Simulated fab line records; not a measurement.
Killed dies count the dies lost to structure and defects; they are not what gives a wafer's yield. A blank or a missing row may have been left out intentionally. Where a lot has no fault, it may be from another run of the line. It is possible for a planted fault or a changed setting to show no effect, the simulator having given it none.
Which of the tools did it? || flow gf180mcu || 12 lots (36 wafers sampled), 1 step of a 602-step route

## WHAT THE GAUGES SHOWED, per wafer
GF_HV_LDD_OVL_MEAS_20.
{"lot": "L075", "measured": "day 10 19:31", "on": "overlay-02", "HV_LDD_01_OVL (nm)": "0.9 0.5 -1.8"}
{"lot": "L077", "measured": "day 11 11:15", "on": "overlay-01", "HV_LDD_01_OVL (nm)": "-0.2 -1.6 -1.6"}
{"lot": "L079", "measured": "day 12 09:52", "on": "overlay-01", "HV_LDD_01_OVL (nm)": "0.1 1.0 0.5"}
{"lot": "L081", "measured": "day 13 02:38", "on": "overlay-02", "HV_LDD_01_OVL (nm)": "0.2 0.6 2.0"}
{"lot": "L083", "measured": "day 13 14:03", "on": "overlay-01", "HV_LDD_01_OVL (nm)": "0.7 0.8 -1.5"}
{"lot": "L085", "measured": "day 14 07:50", "on": "overlay-02", "HV_LDD_01_OVL (nm)": "-2.4 0.3 0.3"}
{"lot": "L087", "measured": "day 14 22:59", "on": "overlay-01", "HV_LDD_01_OVL (nm)": "-0.9 -2.1 -1.9"}
{"lot": "L089", "measured": "day 15 13:07", "on": "overlay-01", "HV_LDD_01_OVL (nm)": "0.0 -0.6 0.0"}
{"lot": "L091", "measured": "day 16 03:30", "on": "overlay-01", "HV_LDD_01_OVL (nm)": "-0.6 1.8 0.0"}
{"lot": "L093", "measured": "day 16 22:19", "on": "overlay-01", "HV_LDD_01_OVL (nm)": "1.1 -1.6 -0.7"}
{"lot": "L095", "measured": "day 17 11:00", "on": "overlay-02", "HV_LDD_01_OVL (nm)": "0.2 0.5 0.6"}
{"lot": "L097", "measured": "day 18 04:44", "on": "overlay-02", "HV_LDD_01_OVL (nm)": "1.6 -0.4 -0.5"}

## TOOL THAT RAN EACH LOT (tool first, then ch and the chambers of the sampled wafers, then the start)
There is no process step in the record ahead of these readings.

## THE ANSWER, worked out from the rows above alone
Rule: what is usual is taken from the lots themselves. Put in order of their means at a reading, lots are off if they are a third of the lots or fewer, leave a main group of 4 or more, and stand apart from it by a gap of 3 or more times the standard deviation of the main group's means; of several such gaps the widest counts. A main group is skipped when, at the precision printed for the reading in the tables above, its means are all equal. Also off: a lot with no number at a reading for which 4 or more lots have one. All remaining lots with rows at the step are treated as sound.
None of the lots is off at any reading shown; this tells nothing.

## WHAT HAD BEEN PUT IN BY THE SIMULATOR
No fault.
